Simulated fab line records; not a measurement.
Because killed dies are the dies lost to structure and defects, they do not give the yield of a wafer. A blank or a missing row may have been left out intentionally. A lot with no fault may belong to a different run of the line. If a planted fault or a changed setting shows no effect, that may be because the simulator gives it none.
Chamber matching | flow sky130 | SKY_SONOS_ONO_ETCH_15 on rie diel-02: 4 sister chambers
The step etches the open film in CHF3/O2, target depth 19.52 nm, time 7.8 s. 4 wafers are shown with their chamber, then 8 later ones without.

== EACH WAFER AND ITS CHAMBER ==
wafer  | chamber | oes product au (a.u.)
L706.1 | 0       | 0.980
L706.2 | 2       | 1.013
L706.3 | 3       | 1.003
L707.2 | 1       | 0.986

== WAFERS WITH NO CHAMBER GIVEN ==
wafer  | oes product au (a.u.)
L707.4 | 1.004
L707.6 | 1.020
L710.4 | 0.999
L710.5 | 0.991
L710.6 | 1.013
L713.4 | 1.016
L713.5 | 1.002
L713.6 | 0.998

== THE CHAMBER EACH PASSED THROUGH ==
wafer  | from the rows above          | in truth
L707.4 | 3                            | 3
L707.6 | 2                            | 2
L710.4 | 3                            | 3
L710.5 | can't be placed: 1 or 0 or 3 | 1
L710.6 | 2                            | 2
L713.4 | 2                            | 2
L713.5 | 3                            | 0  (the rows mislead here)
L713.6 | can't be placed: 3 or 1      | 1
5 of 8 placed correctly. From these rows, 2 cannot be placed; in 2 the true chamber is one of the candidates. 1 placed wrongly.
How it was worked out, from the rows above alone: a wafer's distance from a chamber is the root of the sum, over the readings, of the square of ((its reading less the chamber's mean) divided by the reading's scatter). If the next closest chamber is less than 2 further off than the closest, the wafer can't be placed; otherwise it belongs to the closest. The mean given for a chamber averages the wafers shown for that chamber. The scatter: with one shown wafer a chamber, the root of the mean of the squares of how far each hidden wafer lies from its nearest shown one.
